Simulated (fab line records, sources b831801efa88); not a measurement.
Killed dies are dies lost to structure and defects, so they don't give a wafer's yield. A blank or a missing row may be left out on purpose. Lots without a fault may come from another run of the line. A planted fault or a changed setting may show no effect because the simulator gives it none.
fab line records | flow sky130
record lots=6 wafers=18 last_day=50
route steps=708 shown FIELD_ISO@21 NWELL@32 DNWELL@35 PWDE@45 SONOS_ONO@183 PAD_OPEN@708
lots that met no fault: from a run of the same line without faults
start_h: hours from the record's first day to the start of the lot's first wafer shown | wait_h: hours since the lot's step before | " the same as in the row above | L1.1+2: a row that stands for several wafers | - no value, or no start given | * or withheld: withheld | < > ~ a bound
route shown NAME@n: a module of which the file shows steps, and the number in the route of the first | usual: mean/standard deviation of fault-free wafers | same: alike in all rows | chamber/n: place in a boat | sites: the reading at each site | _std_site: their standard deviation | _edge_site: outer sites' mean less inner sites' | radius_mm: how far each site lies from the wafer's centre | mask NAME#n: copy n | behind: the tool/chamber that last shaped the wafer | hold: why the lot was held/for how many hours/how that ended | device: the transistor (n, p or np) that didn't switch | end of line: the same wafers' tests at the end of the route | a step without rows: its recipe alone | killed: dies lost to structure and defects at the first sort, not the wafer's yield | map: a wafer's dies, x killed, . not, _ none there
set.NAME: the setting as run; set.NAME@STEP: as run at that earlier step | model.NAME: the simulator's own value behind a step, which no gauge read
lots at some steps of the route; a table a step, a row a wafer
services: from which hour (start_h, from the record's first day; less than 0 if before it) a tool's chamber was out of use, for how many hours, and why
## steps
# step SKY_FIELD_ISO_CLEAN_20
# recipe chemistry=dHF time_s=20 dilution=100:1
# step SKY_FIELD_ISO_WET_ETCH_21
# recipe chemistry=dHF dilution=100:1 target_depth_nm=20 dry=ipa_marangoni target=SiO2 temp_c=25 time_s=400
# step SKY_FIELD_ISO_OXIDATION_22
# recipe temp_c=950 ambient=O2 stabilise_s=600 purge_s=300 target_thk_a=100 ox_time_s=623
# step SKY_FIELD_ISO_THK_MEAS_23
# recipe reads=SiO2_of_FIELD_ISO_OXIDATION_22
# usual FIELD_ISO_OXIDATION_01_THK=9.93/0.19
# columns lot.wafer tool chamber start_h wait_h FIELD_ISO_OXIDATION_01_THK[nm]
L360.1 film_metro-02 - 37.66 0.0 9.78
L360.3 " - " " 9.88
L360.5 " - " " 10.01
L367.3 film_metro-02 - 71.49 0.0 9.81
L367.5 " - " " 9.93
L367.6 " - " " 10.06
L368.1 film_metro-02 - 78.54 0.0 10.03
L368.3 " - " " 9.97
L368.6 " - " " 9.90
L379.1 film_metro-01 - 136.26 0.0 9.99
L379.3 " - " " 10.26
L379.4 " - " " 10.00
L380.1 film_metro-01 - 141.11 0.0 10.00
L380.2 " - " " 9.71
L380.6 " - " " 9.93
L382.1 film_metro-03 - 150.88 0.0 10.20
L382.3 " - " " 9.93
L382.4 " - " " 9.93
# step SKY_FIELD_ISO_CVD_24
# recipe material=SiO2 target_thk_nm=595 temp_c=650 sigma_open_frac=0.3 time_s=99.2 sih4_flow_sccm=60 pressure_mtorr=6
# step SKY_FIELD_ISO_THK_MEAS_25
# recipe reads=SiO2_of_FIELD_ISO_CVD_24
# usual FIELD_ISO_CVD_24_THK=597/5.5
# columns lot.wafer tool chamber start_h wait_h FIELD_ISO_CVD_24_THK[nm]
L360.1 film_metro-03 - 37.79 0.0 591
L360.3 " - " " 576
L360.5 " - " " 590
L367.3 film_metro-03 - 71.63 0.1 592
L367.5 " - " " 603
L367.6 " - " " 591
L368.1 film_metro-03 - 78.67 0.0 607
L368.3 " - " " 586
L368.6 " - " " 595
L379.1 film_metro-02 - 136.39 0.0 592
L379.3 " - " " 596
L379.4 " - " " 588
L380.1 film_metro-02 - 141.28 0.1 593
L380.2 " - " " 603
L380.6 " - " " 591
L382.1 film_metro-02 - 151.05 0.1 586
L382.3 " - " " 602
L382.4 " - " " 594
# step SKY_FIELD_ISO_ANNEAL_26
# recipe temp_c=1000 time_s=1800 ambient=N2
# step SKY_FIELD_ISO_CMP_27
# recipe stop_on=Si3N4 t_overpolish_s=16 down_force_psi=4 platen_rpm=60 target_thk_nm=457.8 pad_velocity_m_s=0.94248
# usual head_pressure_psi=4.000/0.0077 motor_current_A=12.4/1.3 overpolish_run_s=16.001/0.009 retaining_ring_pressure_frac=0.999/0.0052 slurry_filter_dp_kPa=13.52/0.14 time_to_endpoint_s=114/3.4
# columns lot.wafer tool chamber start_h wait_h head_pressure_psi motor_current_A overpolish_run_s retaining_ring_pressure_frac slurry_filter_dp_kPa time_to_endpoint_s
L360.1 cmp-01 3 40.55 0.0 4.010 10.9 16.001 0.998 13.56 116
L360.3 " 1 " " 4.001 11.7 16.003 0.996 13.46 109
L360.5 " 3 " " 3.986 11.2 16.002 1.005 13.23 114
L367.3 cmp-02 0 74.47 0.1 4.001 12.8 16.009 0.984 13.40 113
L367.5 " 1 " " 3.983 11.9 16.017 1.002 13.50 118
L367.6 " 2 " " 4.005 14.2 15.978 0.996 13.77 113
L368.1 cmp-01 2 80.23 0.0 4.008 10.8 15.994 0.995 13.81 117
L368.3 " 0 " " 4.016 14.6 15.991 1.005 13.58 114
L368.6 " 3 " " 3.992 11.7 15.989 1.003 13.59 117
L379.3 cmp-02 3 139.29 0.1 3.984 12.4 16.008 1.005 13.53 112
L379.4 " 0 " " 4.002 13.2 15.998 0.999 13.75 110
L379.1 " 1 " " 4.002 11.8 16.007 1.004 13.51 110
L380.1 cmp-01 1 143.32 0.0 4.013 11.3 16.000 0.998 13.40 113
L380.2 " 2 " " 4.001 11.3 16.005 0.991 13.48 115
L380.6 " 2 " " 3.999 10.6 16.000 0.996 13.55 112
L382.3 cmp-02 2 153.95 0.1 3.993 14.8 15.996 0.994 13.50 111
L382.1 " 3 " " 3.998 11.9 16.003 1.001 13.60 114
L382.4 " 0 " " 4.006 13.4 16.006 1.002 13.63 113
# step SKY_FIELD_ISO_WET_ETCH_28
# recipe chemistry=dHF target_depth_nm=23.7 target=SiO2 dilution=10:1 temp_c=25 time_s=47
# step SKY_FIELD_ISO_WET_ETCH_29
# recipe chemistry=H3PO4 target_depth_nm=160 target=Si3N4 temp_c=160 time_s=1825
# step SKY_FIELD_ISO_WET_ETCH_30
# recipe chemistry=dHF target_depth_nm=25 target=SiO2 dilution=10:1 temp_c=25 time_s=50
# step SKY_NWELL_CLEAN_00
# recipe chemistry=SC1/SC2 mix=1:4:20 temp_c=70 time_s=150 dry=n2_spin
# step SKY_NWELL_OXIDATION_01
# recipe temp_c=900 ambient=O2 stabilise_s=600 purge_s=300 target_thk_a=100 ox_time_s=1418
# usual spike_tc_bottom_C=916.9/0.93 spike_tc_centre_C=899.6/0.99 spike_tc_lower_C=900.3/0.94 spike_tc_top_C=913/8.8 spike_tc_upper_C=900.5/1 tube_center_temp_C=900/0.082 tube_center_temp_C_max=902.3/0.4 zone_power_centre_pct=19.3/1.3 zone_power_upper_pct=17.3/0.55
# columns lot.wafer tool chamber start_h wait_h spike_tc_bottom_C spike_tc_centre_C spike_tc_lower_C spike_tc_top_C spike_tc_upper_C tube_center_temp_C tube_center_temp_C_max zone_power_centre_pct zone_power_upper_pct model.SiO2_of_NWELL_OXIDATION_01.thk_nm
L360.1 furnace-01 0 42.07 0.6 917.2 899.5 899.1 921 900.1 899.85 901.7 18.1 16.6 9.892
L360.3 " 0 " " 917.5 901.2 902.1 922 900.5 900.04 902.8 18.4 16.8 9.944
L360.5 " 0 " " 915.4 900.1 898.8 920 898.9 899.95 901.9 18.3 16.8 9.884
L367.3 furnace-01 0 76.03 0.8 938.7 920.8 920.5 940 922.1 920.59 923.0 19.2 17.5 12.62
L367.5 " 0 " " 936.3 919.8 920.3 940 920.3 920.62 923.1 19.0 17.6 12.61
L367.6 " 0 " " 938.1 919.6 920.5 941 921.7 920.7 922.8 18.5 17.8 12.55
L368.1 furnace-01 0 81.14 0.0 936.3 920.5 921.1 940 920.2 920.47 922.5 19.4 17.9 12.28
L368.3 " 0 " " 937.9 921.2 923.1 942 920.6 920.57 922.9 19.4 17.8 12.1
L368.6 " 0 " " 937.7 920.4 921.8 941 920.2 920.64 923.7 19.4 17.9 12.31
L379.1 furnace-02 0 141.11 1.0 916.6 900.1 899.5 902 900.9 900.12 902.4 21.0 18.0 10.1
L379.3 " 0 " " 917.6 899.6 899.6 904 901.2 899.89 901.7 20.5 17.8 10.09
L379.4 " 0 " " 916.5 899.4 901.4 903 901.3 900.01 902.9 21.0 17.9 10.14
L380.1 furnace-02 0 144.23 0.0 916.3 899.4 900.7 902 902.5 900.04 902.0 20.7 17.9 9.97
L380.2 " 0 " " 915.6 899.3 900.3 903 900.9 900.09 901.8 20.9 17.9 10.05
L380.6 " 0 " " 917.1 899.0 900.0 904 899.8 900.03 902.4 20.9 17.8 10
L382.1 furnace-02 0 155.30 0.5 914.7 899.9 898.2 903 901.1 899.85 901.6 20.5 17.9 10.13
L382.3 " 0 " " 917.4 901.2 901.2 905 900.0 899.93 901.6 20.9 18.0 9.818
L382.4 " 0 " " 917.0 899.7 898.8 903 899.7 899.91 902.4 20.8 18.0 9.913
# step SKY_NWELL_THK_MEAS_02
# recipe reads=SiO2_of_NWELL_OXIDATION_01
# usual NWELL_OXIDATION_THK=9.94/0.15
# columns lot.wafer tool chamber start_h wait_h NWELL_OXIDATION_THK[nm]
L360.1 film_metro-01 - 43.46 0.0 9.87
L360.3 " - " " 9.95
L360.5 " - " " 9.82
L367.3 film_metro-02 - 77.44 0.0 12.57
L367.5 " - " " 12.60
L367.6 " - " " 12.53
L368.1 film_metro-01 - 82.53 0.0 12.26
L368.3 " - " " 12.11
L368.6 " - " " 12.35
L379.1 film_metro-01 - 142.50 0.0 10.05
L379.3 " - " " 10.09
L379.4 " - " " 10.16
L380.1 film_metro-01 - 145.63 0.0 9.92
L380.2 " - " " 10.05
L380.6 " - " " 9.93
L382.1 film_metro-02 - 156.70 0.0 10.08
L382.3 " - " " 9.80
L382.4 " - " " 9.87
# step SKY_DNWELL_DEHYDRATE_00
# recipe temp_c=200 time_s=60
# step SKY_DNWELL_HMDS_01
# recipe prime_time_s=60 prime_temp_c=120
# step SKY_DNWELL_COAT_02
# recipe spin_rpm=2000 resist_thk_nm=3000
# step SKY_DNWELL_SOFTBAKE_03
# recipe temp_c=110 time_s=withheld
# step SKY_DNWELL_EXPOSE_04
# recipe mask_id=DNM na=0.57 target_cd_nm=3000 dose_mj=222
# step SKY_DNWELL_PEB_05
# recipe temp_c=115 time_s=withheld
# step SKY_DNWELL_DEVELOP_06
# recipe wall_angle_deg=90 developer=TMAH develop_time_s=60 dev_temp_c=23
# step SKY_DNWELL_IMPLANT_07
# recipe species=P energy_kev=withheld dose_cm2=withheld tilt_deg=withheld
# step SKY_DNWELL_STRIP_08
# recipe chemistry=O2/N2 power_w=1400 pressure_mtorr=1500 platen_temp_c=withheld o2_flow_sccm=3000 n2_flow_sccm=300 overash_fraction=0.5
# usual drypump_motor_current_A=5.94/0.26 oes_product_au=0.722/0.0047 strip_time_to_endpoint_s=36.94/0.1
# columns lot.wafer tool chamber start_h wait_h drypump_motor_current_A oes_product_au rf_hours_counter_h strip_time_to_endpoint_s
L360.1 plasma_asher-04 1 59.24 0.1 6.08 0.716 25 36.83
L360.3 " 1 " " 6.08 0.721 - 36.89
L360.5 " 0 " " 6.22 0.724 - 36.90
L367.3 plasma_asher-04 1 95.12 0.1 6.08 0.732 - 37.03
L367.5 " 1 " " 6.07 0.725 - 37.01
L367.6 " 0 " " 6.19 0.725 - 37.07
L368.1 plasma_asher-04 1 100.58 0.1 6.07 0.726 29 37.08
L368.3 " 1 " " 6.09 0.717 - 37.07
L368.6 " 1 " " 6.07 0.726 - 37.04
L379.1 plasma_asher-04 0 162.44 0.1 6.20 0.710 33 36.87
L379.3 " 0 " " 6.23 0.717 - 36.89
L379.4 " 1 " " 6.10 0.718 - 36.81
L380.1 plasma_asher-04 0 165.19 0.1 6.23 0.729 33 36.84
L380.2 " 1 " " 6.08 0.724 33 36.93
L380.6 " 0 " " 6.24 0.729 - 36.83
L382.1 plasma_asher-04 1 177.18 0.1 6.06 0.725 34 36.92
L382.3 " 0 " " 6.22 0.722 - 37.00
L382.4 " 1 " " 6.03 0.721 - 37.05
# step SKY_DNWELL_TW_MEAS_09
# usual DNWELL_TW=1116/17
# columns lot.wafer tool chamber start_h wait_h DNWELL_TW
L360.1 film_metro-02 - 59.34 0.1 1135
L360.3 " - " " 1138
L360.5 " - " " 1143
L367.3 film_metro-01 - 95.20 0.1 1093
L367.5 " - " " 1094
L367.6 " - " " 1096
L368.1 film_metro-01 - 100.68 0.1 1093
L368.3 " - " " 1091
L368.6 " - " " 1102
L379.1 film_metro-04 - 162.54 0.1 1122
L379.3 " - " " 1121
L379.4 " - " " 1120
L380.1 film_metro-04 - 165.29 0.1 1118
L380.2 " - " " 1111
L380.6 " - " " 1114
L382.1 film_metro-01 - 177.28 0.1 1106
L382.3 " - " " 1102
L382.4 " - " " 1104
# step SKY_PWDE_DEHYDRATE_00
# recipe temp_c=200 time_s=60
# step SKY_PWDE_HMDS_01
# recipe prime_time_s=60 prime_temp_c=120
# step SKY_PWDE_COAT_02
# recipe spin_rpm=2000 resist_thk_nm=3000
# step SKY_PWDE_SOFTBAKE_03
# recipe temp_c=110 time_s=withheld
# step SKY_PWDE_EXPOSE_04
# recipe mask_id=PWDEM na=0.6 source_shape=conventional sigma_outer=0.6 polarization=unpolarized target_cd_nm=840 dose_mj=214
# step SKY_PWDE_PEB_05
# recipe temp_c=115 time_s=withheld
# step SKY_PWDE_DEVELOP_06
# recipe wall_angle_deg=90 developer=TMAH develop_time_s=60 dev_temp_c=23
# step SKY_PWDE_OVL_MEAS_07
# usual PWDE_OVL=-0.5/1.4
# columns lot.wafer tool chamber start_h wait_h PWDE_OVL[nm]
L360.1 overlay-02 - 75.94 - -1.2
L360.3 " - " " -2.9
L360.5 " - " " -2.3
L367.3 overlay-02 - 112.79 - 0.7
L367.5 " - " " -1.6
L367.6 " - " " -1.9
L368.1 overlay-02 - 118.83 - 0.3
L368.3 " - " " 1.1
L368.6 " - " " -1.6
L379.1 overlay-01 - 183.28 - 1.9
L379.3 " - " " 1.3
L379.4 " - " " 0.1
L380.1 overlay-02 - 186.24 - 0.5
L380.2 " - " " -0.3
L380.6 " - " " 0.1
L382.1 overlay-02 - 198.04 - -2.2
L382.3 " - " " -2.9
L382.4 " - " " -1.4
# step SKY_PWDE_IMPLANT_08
# recipe species=B energy_kev=150 dose_cm2=3.6e+12 tilt_deg=withheld
# step SKY_PWDE_STRIP_09
# recipe chemistry=O2/N2 power_w=1400 pressure_mtorr=1500 platen_temp_c=withheld o2_flow_sccm=3000 n2_flow_sccm=300 overash_fraction=0.5
# usual drypump_motor_current_A=5.8/0.42 oes_product_au=0.723/0.0046 strip_time_to_endpoint_s=36.96/0.091
# columns lot.wafer tool chamber start_h wait_h drypump_motor_current_A oes_product_au rf_hours_counter_h strip_time_to_endpoint_s
L360.1 plasma_asher-04 1 76.13 0.1 6.1 0.723 26 37.00
L360.3 " 0 " " 6.2 0.717 - 36.84
L360.5 " 0 " " 6.2 0.722 - 36.84
L367.3 plasma_asher-04 0 113.00 0.1 6.2 0.722 - 36.99
L367.5 " 0 " " 6.2 0.721 - 37.15
L367.6 " 1 " " 6.1 0.717 - 37.10
L368.1 plasma_asher-04 1 119.04 0.1 6.1 0.715 31 36.98
L368.3 " 0 " " 6.2 0.731 - 36.86
L368.6 " 0 " " 6.2 0.723 - 36.87
L379.1 plasma_asher-01 0 183.47 0.1 5.0 0.730 51 36.94
L379.3 " 1 " " 5.9 0.718 - 36.94
L379.4 " 0 " " 5.0 0.723 - 37.08
L380.1 plasma_asher-04 0 186.43 0.1 6.2 0.721 35 36.94
L380.2 " 1 " " 6.1 0.725 35 36.83
L380.6 " 1 " " 6.0 0.721 - 36.94
L382.1 plasma_asher-04 0 198.23 0.1 6.2 0.723 36 36.98
L382.3 " 0 " " 6.2 0.727 - 37.09
L382.4 " 1 " " 6.1 0.726 - 37.13
# step SKY_PWDE_TW_MEAS_10
# usual PWDE_TW=374/5.1
# columns lot.wafer tool chamber start_h wait_h PWDE_TW
L360.1 film_metro-01 - 76.23 0.1 369
L360.3 " - " " 365
L360.5 " - " " 368
L367.3 film_metro-04 - 113.09 0.1 374
L367.5 " - " " 375
L367.6 " - " " 378
L368.1 film_metro-02 - 119.14 0.1 379
L368.3 " - " " 382
L368.6 " - " " 380
L379.1 film_metro-02 - 183.57 0.1 382
L379.3 " - " " 379
L379.4 " - " " 382
L380.1 film_metro-01 - 186.53 0.1 368
L380.2 " - " " 370
L380.6 " - " " 369
L382.1 film_metro-02 - 198.33 0.1 380
L382.3 " - " " 381
L382.4 " - " " 380
# step SKY_NWELL_DEHYDRATE_03
# recipe temp_c=200 time_s=60
# step SKY_NWELL_HMDS_04
# recipe prime_time_s=60 prime_temp_c=120
# step SKY_NWELL_COAT_05
# recipe spin_rpm=2000 resist_thk_nm=3000
# step SKY_NWELL_SOFTBAKE_06
# recipe temp_c=110 time_s=withheld
# step SKY_NWELL_EXPOSE_07
# recipe mask_id=NWM na=0.6 source_shape=conventional sigma_outer=0.6 polarization=unpolarized target_cd_nm=840 dose_mj=255
# step SKY_NWELL_PEB_08
# recipe temp_c=115 time_s=withheld
# step SKY_NWELL_DEVELOP_09
# recipe wall_angle_deg=90 developer=TMAH develop_time_s=60 dev_temp_c=23
# step SKY_SONOS_ONO_ETCH_15
# recipe target_depth_nm=19.52 chemistry=CHF3/O2 source_w=600 bias_w=200 pressure_mtorr=40 chf3_flow_sccm=50 O2_flow_sccm=5 time_s=7.8
# usual drypump_motor_current_A=5.8/0.43 oes_product_au=1.003/0.0089 throttle_valve_pct=8.826/0.0087
# columns lot.wafer tool chamber start_h wait_h drypump_motor_current_A oes_product_au rf_hours_counter_h throttle_valve_pct model.SiO2_of_NWELL_OXIDATION_01.thk_nm
L360.1 rie_diel-01 3 288.14 0.0 5.4 1.014 3 8.821 5.323
L360.3 " 1 " " 6.0 1.006 7 8.840 5.414
L360.5 " 3 " " 5.4 1.011 - 8.833 5.308
L367.3 rie_diel-03 0 344.54 0.0 5.1 0.992 51 8.818 8.126
L367.5 " 2 " " 4.9 1.003 - 8.819 8.093
L367.6 " 1 " " 5.9 0.987 - 8.800 8.074
L368.1 rie_diel-01 2 351.30 0.0 6.3 1.006 1 8.832 7.725
L368.3 " 3 " " 5.5 1.010 5 8.809 7.518
L368.6 " 1 " " 6.0 1.003 - 8.838 7.774
L379.1 rie_diel-01 1 447.69 0.0 6.0 0.995 10 8.823 5.575
L379.3 " 2 " " 6.3 0.995 3 8.812 5.57
L379.4 " 0 " " 5.6 1.005 5 8.823 5.551
L380.1 rie_diel-02 3 457.30 0.0 5.8 0.999 1 8.822 5.469
L380.2 " 0 " " 6.1 1.007 1 8.824 5.526
L380.6 " 0 " " 6.1 0.997 - 8.815 5.488
L382.1 rie_diel-03 2 474.09 0.0 4.9 1.000 1 8.831 5.602
L382.3 " 0 " " 5.1 0.995 53 8.821 5.342
L382.4 " 3 " " 5.9 1.003 6 8.827 5.403
# step SKY_PAD_OPEN_PROBE_99
# usual killed_at_M0_to_M3=44/7.2 killed_at_M4_up=3.5/1.8 killed_at_contacts=25/5.1 killed_at_front_end=14/4.4 killed_at_other=0.4/0.58 killed_dies=87/9.1 killed_open=48/6.9 killed_short=38/6.3
# same gross_dies=492 killed_at_back_side=0
# columns lot.wafer tool chamber start_h wait_h killed_at_M0_to_M3 killed_at_M4_up killed_at_contacts killed_at_front_end killed_at_other killed_dies killed_open killed_short model.etest.pfet_01v8_mvt.off_log10_a_um model.etest.pfet_g5v0d10v5.off_log10_a_um model.etest.pfet_01v8_mvt.vt_sat_v model.etest.pfet_01v8_mvt.vt_v model.etest.pfet_01v8_mvt.vt_long_v model.etest.pfet_16v.vt_v model.etest.pfet_g5v0d10v5.vt_long_v
L360.1 prober-01 - 1085.00 0.1 39 4 23 13 1 80 47 33 -10.01 -12.69 -0.5203 -0.6129 -0.8252 -1.117 -0.9383
L360.3 prober-01 - 1085.10 0.2 42 4 31 9 0 86 50 36 -10.08 -12.61 -0.5259 -0.6142 -0.8224 -1.102 -0.9316
L360.5 prober-01 - 1085.20 0.2 41 7 24 14 0 86 46 40 -9.977 -12.68 -0.5105 -0.6063 -0.8194 -1.108 -0.9342
L367.3 prober-02 - 1124.80 0.2 35 3 28 15 0 81 53 28 -11.02 -13.14 -0.5981 -0.6788 -0.8802 -1.142 -0.968
L367.5 prober-02 - 1124.90 0.2 44 2 21 16 0 83 37 46 -10.9 -12.85 -0.5851 -0.6707 -0.8748 -1.137 -0.9564
L367.6 prober-02 - 1124.95 0.2 49 6 30 11 0 96 45 51 -11.04 -13.25 -0.6004 -0.6813 -0.881 -1.137 -0.9644
L368.1 prober-01 - 1131.36 0.1 50 3 25 11 1 90 52 38 -11.46 -12.68 -0.6256 -0.7063 -0.9044 -1.128 -0.9592
L368.3 prober-01 - 1131.46 0.2 50 1 31 18 0 100 56 44 -11.38 -12.65 -0.6126 -0.6935 -0.8961 -1.119 -0.9465
L368.6 prober-01 - 1131.61 0.2 43 2 24 7 1 77 48 29 -11.45 -12.86 -0.6132 -0.6935 -0.8992 -1.115 -0.9452
L379.1 prober-01 - 1187.65 0.1 43 2 18 19 2 84 38 45 -10.29 -12.43 -0.5332 -0.6196 -0.8271 -1.095 -0.9285
L379.3 prober-01 - 1187.75 0.2 38 5 29 16 0 88 54 33 -10.22 -12.53 -0.542 -0.6284 -0.8322 -1.099 -0.9353
L379.4 prober-01 - 1187.80 0.2 47 4 25 10 0 86 47 39 -10.27 -12.39 -0.5253 -0.6163 -0.8284 -1.093 -0.926
L380.1 prober-02 - 1194.65 0.1 45 3 22 11 0 81 45 36 -10.77 -13.24 -0.5883 -0.6722 -0.8733 -1.156 -0.9852
L380.2 prober-02 - 1194.70 0.1 46 4 24 10 0 84 53 31 -10.96 -13.14 -0.5889 -0.672 -0.8724 -1.155 -0.9784
L380.6 prober-02 - 1194.90 0.2 24 5 27 18 2 76 45 31 -10.7 -13.3 -0.5857 -0.669 -0.8679 -1.143 -0.9688
L382.1 prober-02 - 1200.66 0.1 55 3 26 19 0 103 58 45 -11.12 -12.55 -0.5826 -0.6615 -0.8615 -1.099 -0.9299
L382.3 prober-02 - 1200.76 0.2 37 6 32 20 0 95 60 35 -10.98 -12.37 -0.5834 -0.6609 -0.8612 -1.112 -0.9357
L382.4 prober-02 - 1200.81 0.2 53 3 23 11 0 90 52 38 -10.86 -12.32 -0.578 -0.6607 -0.8623 -1.102 -0.9278
# killed by level:class
L360.1 CONTACT:geometric_particle:open=14 VIA1:geometric_particle:open=8 VIA3:geometric_particle:open=7 FIELD_ISO:geometric_particle:open=5 METAL2:geometric_particle:short=5 METAL1:geometric_particle:short=5 VIA1:geometric_particle:short=5 FIELD_ISO:geometric_particle:short=4
L360.3 LI_CONTACT:geometric_particle:open=14 VIA1:geometric_particle:open=13 METAL2:geometric_particle:short=10 CONTACT:geometric_particle:open=8 METAL3:geometric_particle:short=8 FIELD_ISO:geometric_particle:short=5 CONTACT:geometric_particle:short=5 VIA3:geometric_particle:open=4
L360.5 METAL1:geometric_particle:short=9 CONTACT:geometric_particle:open=9 VIA1:geometric_particle:open=9 LI_CONTACT:geometric_particle:open=8 CONTACT:geometric_particle:short=5 VIA3:geometric_particle:open=5 VIA1:geometric_particle:short=4 METAL2:geometric_particle:short=4
L367.3 CONTACT:geometric_particle:open=14 LI_CONTACT:geometric_particle:open=8 VIA1:geometric_particle:open=6 VIA2:geometric_particle:open=6 VIA1:geometric_particle:short=5 POLY_GATE:geometric_particle:short=4 POLY_GATE:geometric_particle:open=4 LOCAL_INTERCONNECT:geometric_particle:short=4
L367.5 CONTACT:geometric_particle:open=8 FIELD_ISO:geometric_particle:open=6 VIA1:geometric_particle:open=6 VIA2:geometric_particle:open=6 VIA2:geometric_particle:short=6 POLY_GATE:geometric_particle:short=5 LOCAL_INTERCONNECT:geometric_particle:short=5 VIA3:geometric_particle:short=5
L367.6 CONTACT:geometric_particle:open=11 VIA1:geometric_particle:open=9 VIA2:geometric_particle:open=8 VIA1:geometric_particle:short=7 METAL1:geometric_particle:short=6 VIA3:geometric_particle:open=6 METAL4:geometric_particle:short=6 LOCAL_INTERCONNECT:geometric_particle:short=5
L368.1 VIA3:geometric_particle:open=10 VIA1:geometric_particle:open=9 LI_CONTACT:geometric_particle:open=8 CONTACT:geometric_particle:open=8 VIA1:geometric_particle:short=7 VIA2:geometric_particle:open=6 METAL1:geometric_particle:short=6 FIELD_ISO:geometric_particle:open=4
L368.3 VIA1:geometric_particle:open=14 CONTACT:geometric_particle:open=10 VIA3:geometric_particle:open=9 VIA2:geometric_particle:open=6 LI_CONTACT:geometric_particle:open=6 LOCAL_INTERCONNECT:geometric_particle:short=6 METAL2:geometric_particle:short=6 FIELD_ISO:geometric_particle:short=5
L368.6 VIA1:geometric_particle:open=13 CONTACT:geometric_particle:open=12 LI_CONTACT:geometric_particle:open=6 METAL1:geometric_particle:short=6 VIA2:geometric_particle:open=5 VIA3:geometric_particle:short=5 VIA3:geometric_particle:open=5 METAL3:geometric_particle:short=4
L379.1 FIELD_ISO:geometric_particle:short=7 CONTACT:geometric_particle:open=7 VIA2:geometric_particle:open=7 METAL1:geometric_particle:short=6 VIA1:geometric_particle:open=6 FIELD_ISO:geometric_particle:open=5 METAL2:geometric_particle:short=5 CONTACT:geometric_particle:short=4
L379.3 VIA1:geometric_particle:open=10 CONTACT:geometric_particle:open=9 LI_CONTACT:geometric_particle:open=9 VIA3:geometric_particle:open=6 METAL2:geometric_particle:short=5 VIA2:geometric_particle:open=5 FIELD_ISO:geometric_particle:short=4 LOCAL_INTERCONNECT:geometric_particle:short=4
L379.4 VIA3:geometric_particle:open=10 CONTACT:geometric_particle:open=9 VIA1:geometric_particle:short=7 VIA1:geometric_particle:open=7 VIA2:geometric_particle:open=7 FIELD_ISO:geometric_particle:short=5 LI_CONTACT:geometric_particle:open=5 METAL1:geometric_particle:short=5
L380.1 VIA1:geometric_particle:open=11 VIA2:geometric_particle:open=8 CONTACT:geometric_particle:open=8 METAL1:geometric_particle:short=8 LI_CONTACT:geometric_particle:open=7 VIA3:geometric_particle:open=5 METAL2:geometric_particle:short=4 VIA2:geometric_particle:short=4
L380.2 VIA1:geometric_particle:open=14 LI_CONTACT:geometric_particle:open=13 VIA1:geometric_particle:short=8 CONTACT:geometric_particle:open=7 METAL2:geometric_particle:short=6 VIA2:geometric_particle:open=5 VIA3:geometric_particle:open=5 FIELD_ISO:geometric_particle:short=4
L380.6 CONTACT:geometric_particle:open=10 FIELD_ISO:geometric_particle:short=9 LI_CONTACT:geometric_particle:open=8 VIA1:geometric_particle:open=5 VIA2:geometric_particle:open=5 CONTACT:geometric_particle:short=4 POLY_GATE:geometric_particle:open=3 METAL2:geometric_particle:short=3
L382.1 VIA1:geometric_particle:open=21 CONTACT:geometric_particle:open=9 CONTACT:geometric_particle:short=9 VIA2:geometric_particle:open=8 METAL2:geometric_particle:short=8 POLY_GATE:geometric_particle:short=7 VIA3:geometric_particle:open=6 POLY_GATE:geometric_particle:open=5
L382.3 VIA1:geometric_particle:open=12 CONTACT:geometric_particle:open=12 LI_CONTACT:geometric_particle:open=9 FIELD_ISO:geometric_particle:open=8 VIA2:geometric_particle:open=5 FIELD_ISO:geometric_particle:short=4 POLY_GATE:geometric_particle:open=4 VIA1:geometric_particle:short=4
L382.4 VIA1:geometric_particle:open=16 VIA2:geometric_particle:open=8 VIA3:geometric_particle:open=8 CONTACT:geometric_particle:short=6 CONTACT:geometric_particle:open=6 LI_CONTACT:geometric_particle:open=5 METAL2:geometric_particle:short=5 VIA2:geometric_particle:short=5
## services
# columns tool chamber start_h hours kind
cmp-02 - 35.42 0.9 repair
cmp-01 - 51.51 3.9 repair
cmp-02 - 67.79 4.0 pm
rie_diel-01 3 117.05 3.3 repair
furnace-02 - 117.17 4.3 pm
plasma_asher-04 - 127.61 28.1 pm
furnace-02 - 129.77 3.5 pm
furnace-01 - 147.22 3.3 pm
rie_diel-01 1 151.23 4.2 repair
cmp-01 - 166.57 0.4 repair
rie_diel-01 - 168.39 15.6 pm
rie_diel-01 2 184.81 3.1 repair
cmp-02 - 194.79 0.8 repair
rie_diel-01 3 196.82 1.4 repair
cmp-01 - 201.32 0.3 repair
furnace-02 - 203.53 2.4 pm
rie_diel-01 2 205.83 4.5 repair
furnace-01 - 216.67 3.1 pm
rie_diel-01 - 224.56 28.1 pm
cmp-02 - 228.66 0.6 repair
cmp-01 - 232.12 4.0 pm
cmp-01 - 244.66 0.8 repair
plasma_asher-04 - 407.02 2.8 pm
plasma_asher-04 - 446.33 1.2 repair
## key
first_sign step=SKY_NWELL_OXIDATION_01 reading=tube_center_temp_C direction=up sigmas=99+ usual=* struck=*
effect step=SKY_NWELL_OXIDATION_01 reading=tube_center_temp_C_max direction=up sigmas=51 usual=* struck=*
effect step=SKY_NWELL_THK_MEAS_02 reading=NWELL_OXIDATION_THK direction=up sigmas=16 usual=9.94 struck=12.40
model_effect step=SKY_NWELL_OXIDATION_01 value=SiO2_of_NWELL_OXIDATION_01.thk_nm without=9.988 struck=12.41
model_effect step=SKY_SONOS_ONO_ETCH_15 value=SiO2_of_NWELL_OXIDATION_01.thk_nm without=5.461 struck=7.885
model_effect step=SKY_PAD_OPEN_PROBE_99 value=etest.pfet_01v8_mvt.off_log10_a_um without=-10.62 struck=-11.21
met_at SKY_NWELL_OXIDATION_01
struck_wafers L367.3,L367.5,L367.6,L368.1,L368.3,L368.6
tester_left_out L367,L368
onset_between 42.07 76.03
fault kind=process_parameter_drift tool=furnace-01 chamber=- onset_h=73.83 steps=SKY_NWELL_OXIDATION_01 channel=temp_c offset=* shape=step end_h=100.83 acts_in=* stated=*
# tester_left_out: of these lots the tester's yield and bins aren't shown, on N5 and GAA mostly nor the transistor test; their killed dies are dies lost to structure and defects alone, not to doping, threshold or leakage, so they don't give the yield
